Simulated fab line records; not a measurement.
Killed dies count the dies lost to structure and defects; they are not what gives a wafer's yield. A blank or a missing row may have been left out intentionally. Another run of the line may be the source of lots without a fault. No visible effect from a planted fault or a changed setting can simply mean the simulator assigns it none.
Which of the tools did it? | flow sky130 | 11 lots, 33 wafers sampled, at 2 steps of a route of 708

== WHAT THE GAUGES SHOWED, per wafer ==
SKY_FIELD_ISO_THK_MEAS_04.
lot  | measured    | on            | FIELD_ISO_CVD_03_THK (nm)
L501 | day 1 13:29 | film metro-03 | 165.1 164.7 165.6
L502 | day 1 19:08 | film metro-02 | 165.9 167.1 164.2
L503 | day 2 00:31 | film metro-02 | 173.6 173.2 173.1
L517 | day 5 00:13 | film metro-03 | 162.4 164.4 164.6
L518 | day 5 04:58 | film metro-02 | 160.8 161.5 161.2
L519 | day 5 07:29 | film metro-04 | 163.9 161.7 162.4
L520 | day 5 15:07 | film metro-02 | 165.5 164.7 164.5
L521 | day 5 19:09 | film metro-04 | 165.5 164.5 165.2
L522 | day 5 23:28 | film metro-03 | 163.7 163.3 162.9
L523 | day 6 04:46 | film metro-02 | 164.2 164.4 163.4
L524 | day 6 11:22 | film metro-03 | 163.9 164.4 163.2

== EACH LOT AND THE TOOL THAT RAN IT (in order: tool; ch and the chambers of the sampled wafers; start) ==
lot  | SKY_FIELD_ISO_CVD_03
L501 | lpcvd-02 ch 0, day 1 11:41
L502 | lpcvd-02 ch 0, day 1 17:20
L503 | lpcvd-02 ch 1, day 1 22:44
L517 | lpcvd-02 ch 0, day 4 21:32
L518 | lpcvd-02 ch 0, day 5 02:15
L519 | lpcvd-02 ch 1, day 5 05:41
L520 | lpcvd-02 ch 1, day 5 13:19
L521 | lpcvd-02 ch 0, day 5 17:22
L522 | lpcvd-02 ch 1, day 5 21:41
L523 | lpcvd-02 ch 0, day 6 02:58
L524 | lpcvd-02 ch 1, day 6 09:34
- SKY_FIELD_ISO_CVD_03: deposits Si3N4 from DCS/NH3, target thk 165 nm, time 2830 s.

== WHAT THE TOOLS THEMSELVES READ (means of the sampled wafers that have a number; where no wafer has one, the mark that the record gives instead) ==
SKY_FIELD_ISO_CVD_03.
lot  | tool     | pressure mtorr (mTorr) | zone power lower pct (%)
L501 | lpcvd-02 | 250.8                  | 15.4
L502 | lpcvd-02 | 249.7                  | 15.4
L503 | lpcvd-02 | 300.5                  | 12.2
L517 | lpcvd-02 | 250.1                  | 15.6
L518 | lpcvd-02 | 250.2                  | 15.3
L519 | lpcvd-02 | 250.3                  | 12.2
L520 | lpcvd-02 | 250.5                  | 12.1
L521 | lpcvd-02 | 249.8                  | 15.3
L522 | lpcvd-02 | 250.4                  | 12.2
L523 | lpcvd-02 | 249.9                  | 15.4
L524 | lpcvd-02 | 250.6                  | 12.2

== THE ANSWER, worked out from the rows above alone ==
Rule: the lots themselves supply what counts as usual. The widest of any qualifying gaps counts: lots, ordered by their means at a reading, are off when they make up no more than a third of the lots, leave a main group of 4 or more, and stand apart from it by 3 or more times the standard deviation of that group's means. A main group is skipped when, at the precision printed for the reading in the tables above, its means are all equal. A lot without any number at a reading at which 4 lots or more have one is off too. Where the step has rows for the other lots, those lots are counted as sound. After the gauges, taken in route order, come the tools' own readings; for these a lot's mean is taken, as printed above. At the first step where some lot is off, the reading lying furthest off is the one used; lots without a number count as furthest.
Off: L503, at SKY_FIELD_ISO_THK_MEAS_04 (FIELD_ISO_CVD_03_THK). Mean 164.0 nm and standard deviation 1.3 in the main group.
If a tool, at a process step before that reading, ran all the lots that are off and no sound lot after the first of them, it fits. Not tried: the gauges at SKY_FIELD_ISO_THK_MEAS_04; whatever is off there is also off at SKY_FIELD_ISO_CVD_03, on other tools, and gauge error can't account for it. Not one of the candidates tried fits.

== WHAT THE SIMULATOR PUT IN ==
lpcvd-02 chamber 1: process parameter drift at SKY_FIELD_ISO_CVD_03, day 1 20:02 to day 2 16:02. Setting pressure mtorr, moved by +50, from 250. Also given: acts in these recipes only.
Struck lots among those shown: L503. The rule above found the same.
